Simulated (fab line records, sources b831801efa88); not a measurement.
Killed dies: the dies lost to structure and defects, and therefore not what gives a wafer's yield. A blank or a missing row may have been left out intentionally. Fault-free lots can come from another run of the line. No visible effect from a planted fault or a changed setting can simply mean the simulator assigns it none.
Matching of chambers / flow gf180mcu / GF_V3_CVD_02 on pecvd-04 has 3 sister chambers
The step deposits SiO2 from TEOS, target thk 850 nm, time 94.851 s. 22 wafers are shown with their chamber, then 11 later ones without.

== WAFERS, EACH WITH ITS CHAMBER ==
wafer=L074.1; chamber=2; heater power w (W)=774
wafer=L074.2; chamber=1; heater power w (W)=705
wafer=L074.3; chamber=0; heater power w (W)=578
wafer=L074.4; chamber=1; heater power w (W)=755
wafer=L074.5; chamber=2; heater power w (W)=633
wafer=L074.6; chamber=0; heater power w (W)=649
wafer=L076.2; chamber=1; heater power w (W)=776
wafer=L076.3; chamber=2; heater power w (W)=771
wafer=L076.5; chamber=2; heater power w (W)=648
wafer=L079.1; chamber=1; heater power w (W)=777
wafer=L079.3; chamber=2; heater power w (W)=665
wafer=L079.4; chamber=2; heater power w (W)=749
wafer=L080.1; chamber=1; heater power w (W)=651
wafer=L080.2; chamber=0; heater power w (W)=688
wafer=L080.3; chamber=2; heater power w (W)=791
wafer=L081.1; chamber=0; heater power w (W)=682
wafer=L081.4; chamber=0; heater power w (W)=723
wafer=L081.6; chamber=2; heater power w (W)=640
wafer=L084.1; chamber=1; heater power w (W)=639
wafer=L084.5; chamber=1; heater power w (W)=735
wafer=L084.6; chamber=0; heater power w (W)=686
wafer=L085.1; chamber=0; heater power w (W)=659

SIGNATURES, as means of the wafers listed above
reading=heater power w; chamber 0=666.43; chamber 1=719.71; chamber 2=708.88; scatter within a chamber=58.2
Rule: for each reading, subtract the chamber's mean from the wafer's reading, divide by that reading's scatter and square the result; add these up over the readings and take the root, which gives the wafer's distance from the chamber. If the next closest chamber is less than 2 further off than the closest, the wafer can't be placed; otherwise it belongs to the closest. The scatter is the square root of a quotient: the sum, over the shown wafers, of each reading's squared deviation from its chamber's mean, divided by wafers minus chambers.

== WAFERS MISSING THEIR CHAMBER ==
wafer=L085.2; heater power w (W)=741
wafer=L085.4; heater power w (W)=762
wafer=L086.3; heater power w (W)=610
wafer=L086.5; heater power w (W)=791
wafer=L086.6; heater power w (W)=673
wafer=L088.1; heater power w (W)=792
wafer=L088.2; heater power w (W)=754
wafer=L088.3; heater power w (W)=625
wafer=L090.2; heater power w (W)=746
wafer=L090.3; heater power w (W)=807
wafer=L090.5; heater power w (W)=703

== WHICH CHAMBER EACH WENT THROUGH ==
wafer=L085.2; from the rows above=can't be placed: 1 or 2 or 0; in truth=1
wafer=L085.4; from the rows above=can't be placed: 1 or 2 or 0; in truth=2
wafer=L086.3; from the rows above=can't be placed: 0 or 2 or 1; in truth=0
wafer=L086.5; from the rows above=can't be placed: 1 or 2 or 0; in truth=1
wafer=L086.6; from the rows above=can't be placed: 0 or 2 or 1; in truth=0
wafer=L088.1; from the rows above=can't be placed: 1 or 2 or 0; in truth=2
wafer=L088.2; from the rows above=can't be placed: 1 or 2 or 0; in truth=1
wafer=L088.3; from the rows above=can't be placed: 0 or 2 or 1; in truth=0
wafer=L090.2; from the rows above=can't be placed: 1 or 2 or 0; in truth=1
wafer=L090.3; from the rows above=can't be placed: 1 or 2 or 0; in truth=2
wafer=L090.5; from the rows above=can't be placed: 2 or 1 or 0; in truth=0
Correct placement for 0 of the 11. Not placeable from these rows: 11 (in 11, the candidates include the true chamber). Number placed wrongly: 0.
